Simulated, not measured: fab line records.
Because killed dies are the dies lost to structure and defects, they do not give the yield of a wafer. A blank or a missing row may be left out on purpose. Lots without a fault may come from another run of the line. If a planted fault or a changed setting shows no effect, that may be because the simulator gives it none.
Which tool is to blame? + flow sky130 + at 1 step of a route of 708, 10 lots with 30 wafers sampled

## WHAT THE GAUGES READ, wafer by wafer
SKY_CONTACT_THK_MEAS_26: measures by xrf. Usual: CONTACT_W_THK gives 331 nm (standard deviation 4.9).
| lot  | measured     | on            | CONTACT_W_THK (nm) | flag |
|------|--------------|---------------|--------------------|------|
| L682 | day 33 09:17 | film-metro-02 | 330 327 329        |      |
| L687 | day 35 05:43 | film-metro-02 | 332 319 331        |      |
| L688 | day 35 16:48 | film-metro-01 | 334 337 332        |      |
| L690 | day 35 19:00 | film-metro-03 | 334 334 334        |      |
| L689 | day 35 21:43 | film-metro-03 | 325 330 327        |      |
| L693 | day 36 16:37 | film-metro-03 | 343 327 328        |      |
| L698 | day 37 20:41 | film-metro-03 | 331 335 333        |      |
| L697 | day 37 22:42 | film-metro-02 | 330 329 329        |      |
| L699 | day 38 09:55 | film-metro-02 | 327 325 326        |      |
| L700 | day 38 11:33 | film-metro-01 | 334 328 338        |      |

## WHICH TOOL RAN EACH LOT (tool, then ch and the chambers of the sampled wafers, then the start)
The record shows no process step preceding these readings.

## AS READ BY THE TOOLS THEMSELVES (means over the sampled wafers that have a number; for cases with no such wafer, the mark the record gives instead)
The record holds no such reading with a usual standard deviation.

## THE ANSWER, worked out from the rows above alone
Rule: take the mean of a lot's wafers that have a number; if it is more than 3 standard deviations from the usual mean, the lot is off. A lot without any number at a reading at which 4 lots or more have one is off too. The other lots that the step has rows for count as sound. Order of review: gauges by route order, followed by the tools' own readings, for which a lot's mean as printed above is used. At the first step where some lot is off, the reading lying furthest off is the one used; lots without a number count as furthest.
Across all readings shown, no lot is off: no conclusion can be drawn from this.

## WHAT THE SIMULATOR HAD PUT IN
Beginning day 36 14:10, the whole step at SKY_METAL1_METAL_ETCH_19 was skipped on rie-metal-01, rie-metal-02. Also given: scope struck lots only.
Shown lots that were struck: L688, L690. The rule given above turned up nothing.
